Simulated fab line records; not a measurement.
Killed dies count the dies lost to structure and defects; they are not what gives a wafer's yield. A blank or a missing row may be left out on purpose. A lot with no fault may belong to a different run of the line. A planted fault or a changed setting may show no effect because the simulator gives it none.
Split-lot experiment / flow sky130 / 23 wafers read across 5 lots, on a route 708 steps long

== THE SPLIT ITSELF ==
At SKY_LOCAL_INTERCONNECT_COAT_05 (resist thk 60 nm), the setting resist thk nm was moved away from the recipe's 60 nm on 8 of the 23 wafers read, by -5.4% to +4.4%. This setting was run at the recipe's value on the other wafers.

Split to reading: the file shows no intervening step.

== THE READING ==
oes product au, in a.u., at SKY_LOCAL_INTERCONNECT_ETCH_13 (etches BARC in N2/H2, stops on SiO2, time 45.9 s, target depth 60 nm). Fault-free wafers of this fab line usually give 0.854 a.u., standard deviation 0.0046 a.u.

wafer=L078.2; tool, chamber at the split=litho track-03, 0; resist thk nm as run, nm=60; against the recipe=recipe; oes product au, a.u.=0.850; against lot-mates on the recipe=-
wafer=L078.3; tool, chamber at the split=litho track-03, 0; resist thk nm as run, nm=60; against the recipe=recipe; oes product au, a.u.=0.856; against lot-mates on the recipe=-
wafer=L078.6; tool, chamber at the split=litho track-03, 0; resist thk nm as run, nm=60; against the recipe=recipe; oes product au, a.u.=0.851; against lot-mates on the recipe=-
wafer=L079.1; tool, chamber at the split=litho track-03, 0; resist thk nm as run, nm=60; against the recipe=recipe; oes product au, a.u.=0.856; against lot-mates on the recipe=-
wafer=L079.2; tool, chamber at the split=litho track-03, 0; resist thk nm as run, nm=60; against the recipe=recipe; oes product au, a.u.=0.854; against lot-mates on the recipe=-
wafer=L079.4; tool, chamber at the split=litho track-03, 0; resist thk nm as run, nm=56.76; against the recipe=-5.4%; oes product au, a.u.=0.821; against lot-mates on the recipe=-0.034
wafer=L079.5; tool, chamber at the split=litho track-03, 0; resist thk nm as run, nm=56.76; against the recipe=-5.4%; oes product au, a.u.=0.819; against lot-mates on the recipe=-0.036
wafer=L079.6; tool, chamber at the split=litho track-03, 0; resist thk nm as run, nm=56.76; against the recipe=-5.4%; oes product au, a.u.=0.824; against lot-mates on the recipe=-0.031
wafer=L080.1; tool, chamber at the split=litho track-01, 0; resist thk nm as run, nm=60; against the recipe=recipe; oes product au, a.u.=0.851; against lot-mates on the recipe=-
wafer=L080.2; tool, chamber at the split=litho track-01, 0; resist thk nm as run, nm=62.64; against the recipe=+4.4%; oes product au, a.u.=0.877; against lot-mates on the recipe=+0.024
wafer=L080.4; tool, chamber at the split=litho track-01, 0; resist thk nm as run, nm=60; against the recipe=recipe; oes product au, a.u.=0.855; against lot-mates on the recipe=-
wafer=L080.5; tool, chamber at the split=litho track-01, 0; resist thk nm as run, nm=60; against the recipe=recipe; oes product au, a.u.=0.853; against lot-mates on the recipe=-
wafer=L080.6; tool, chamber at the split=litho track-01, 0; resist thk nm as run, nm=62.64; against the recipe=+4.4%; oes product au, a.u.=0.878; against lot-mates on the recipe=+0.025
wafer=L081.1; tool, chamber at the split=litho track-01, 0; resist thk nm as run, nm=58.01; against the recipe=-3.3%; oes product au, a.u.=0.843; against lot-mates on the recipe=-0.014
wafer=L081.2; tool, chamber at the split=litho track-01, 0; resist thk nm as run, nm=58.01; against the recipe=-3.3%; oes product au, a.u.=0.837; against lot-mates on the recipe=-0.020
wafer=L081.3; tool, chamber at the split=litho track-01, 0; resist thk nm as run, nm=60; against the recipe=recipe; oes product au, a.u.=0.859; against lot-mates on the recipe=-
wafer=L081.4; tool, chamber at the split=litho track-01, 0; resist thk nm as run, nm=60; against the recipe=recipe; oes product au, a.u.=0.855; against lot-mates on the recipe=-
wafer=L081.5; tool, chamber at the split=litho track-01, 0; resist thk nm as run, nm=58.01; against the recipe=-3.3%; oes product au, a.u.=0.838; against lot-mates on the recipe=-0.019
wafer=L085.1; tool, chamber at the split=litho track-03, 0; resist thk nm as run, nm=60; against the recipe=recipe; oes product au, a.u.=0.851; against lot-mates on the recipe=-
wafer=L085.2; tool, chamber at the split=litho track-03, 0; resist thk nm as run, nm=60; against the recipe=recipe; oes product au, a.u.=0.853; against lot-mates on the recipe=-
wafer=L085.3; tool, chamber at the split=litho track-03, 0; resist thk nm as run, nm=60; against the recipe=recipe; oes product au, a.u.=0.859; against lot-mates on the recipe=-
wafer=L085.4; tool, chamber at the split=litho track-03, 0; resist thk nm as run, nm=60; against the recipe=recipe; oes product au, a.u.=0.857; against lot-mates on the recipe=-
wafer=L085.5; tool, chamber at the split=litho track-03, 0; resist thk nm as run, nm=60; against the recipe=recipe; oes product au, a.u.=0.861; against lot-mates on the recipe=-

FIT RESULTS
A straight line over all 23 wafers: oes product au changes by +0.0056 a.u. for each +1% of resist thk nm; r = +0.97; the points scatter about the line by 0.0035 a.u.
The same after taking each lot's own level away (the mean of its wafers on the recipe; 23 wafers): +0.00587 a.u. for each +1%; r = +0.98; scatter 0.0028 a.u.
On that fit, the largest move of resist thk nm shifts the reading by 0.032 a.u.
The lots' own levels span 0.8523 to 0.8570 a.u., that is 1.0 times the standard deviation above.
The two slopes agree, so the slope changes little with the lot-to-lot level.
Check: -0.0313 a.u. against its lot-mates is what the line predicts for one of the wafers moved furthest among these (-5.4%) when that wafer is left out of the fit. It came out at -0.034 a.u. against them.

== THE OTHER SPLITS THESE WAFERS WENT THROUGH ==
Note: prior to the reading, these wafers also went through further splits. Each is held against what the fit with the lots' levels taken away leaves over:
other split on the same wafers=SKY_LI_CONTACT_ETCH_15 bias w; wafers away from the commonest value=5; r with oes product au (lot level and that fit taken away)=-0.28
other split on the same wafers=SKY_LI_CONTACT_SPUTTER_19 chamber pressure pa; wafers away from the commonest value=15; r with oes product au (lot level and that fit taken away)=-0.17

== THE FILE'S OWN FIT ==
oes product au changes by +0.00588 a.u. for each +1% of resist thk nm, r = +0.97.
